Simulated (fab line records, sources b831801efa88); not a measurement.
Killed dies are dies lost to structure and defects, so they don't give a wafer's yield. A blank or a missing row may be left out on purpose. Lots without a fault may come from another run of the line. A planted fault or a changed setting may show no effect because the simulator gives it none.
Which tool did it? | flow gf180mcu | 6 lots, 18 wafers sampled, at 2 steps of a route of 602

WHAT THE GAUGES READ, wafer by wafer
GF_PSD_RS_MEAS_14: measures by four-point-probe.
lot  | measured     | on            | NSD_RS (ohm/sq)
L115 | day 15 22:17 | film_metro-03 | 46.11 46.18 46.16
L117 | day 16 12:03 | film_metro-03 | 46.24 46.09 46.20
L122 | day 18 13:17 | film_metro-03 | 46.29 46.12 46.09
L125 | day 19 10:29 | film_metro-03 | 47.76 47.65 47.71
L132 | day 21 16:11 | film_metro-03 | 46.24 46.19 46.24
L134 | day 22 11:08 | film_metro-03 | 46.20 46.12 46.21

WHICH TOOL RAN EACH LOT (tool, then ch and the chambers of the sampled wafers, then the start)
lot  | GF_PSD_RTA_13
L115 | rtp_anneal-02 ch 0, day 15 22:11
L117 | rtp_anneal-02 ch 0, day 16 11:58
L122 | rtp_anneal-01 ch 0, day 18 13:12
L125 | rtp_anneal-01 ch 0, day 19 10:23
L132 | rtp_anneal-02 ch 0, day 21 16:05
L134 | rtp_anneal-01 ch 0, day 22 10:51
- GF_PSD_RTA_13: time 20 s.

THE ANSWER, worked out from the rows above alone
Rule: what is usual is taken from the lots themselves. Put in order of their means at a reading, lots are off if they are a third of the lots or fewer, leave a main group of 4 or more, and stand apart from it by a gap of 3 or more times the standard deviation of the main group's means; of several such gaps the widest counts. A main group whose means are all the same, to the digits that the tables above print for the reading, isn't used. A lot without any number at a reading at which 4 lots or more have one is off too. The other lots that the step has rows for count as sound.
Off: L125, at GF_PSD_RS_MEAS_14 (NSD_RS). The main group: mean 46.18 ohm/sq, standard deviation 0.024.
A tool fits if, at a process step before that reading, it ran every lot that is off, and no sound lot after the first of them. The gauges at GF_PSD_RS_MEAS_14 are tried like those tools. None of those tried fits.

WHAT THE SIMULATOR HAD PUT IN
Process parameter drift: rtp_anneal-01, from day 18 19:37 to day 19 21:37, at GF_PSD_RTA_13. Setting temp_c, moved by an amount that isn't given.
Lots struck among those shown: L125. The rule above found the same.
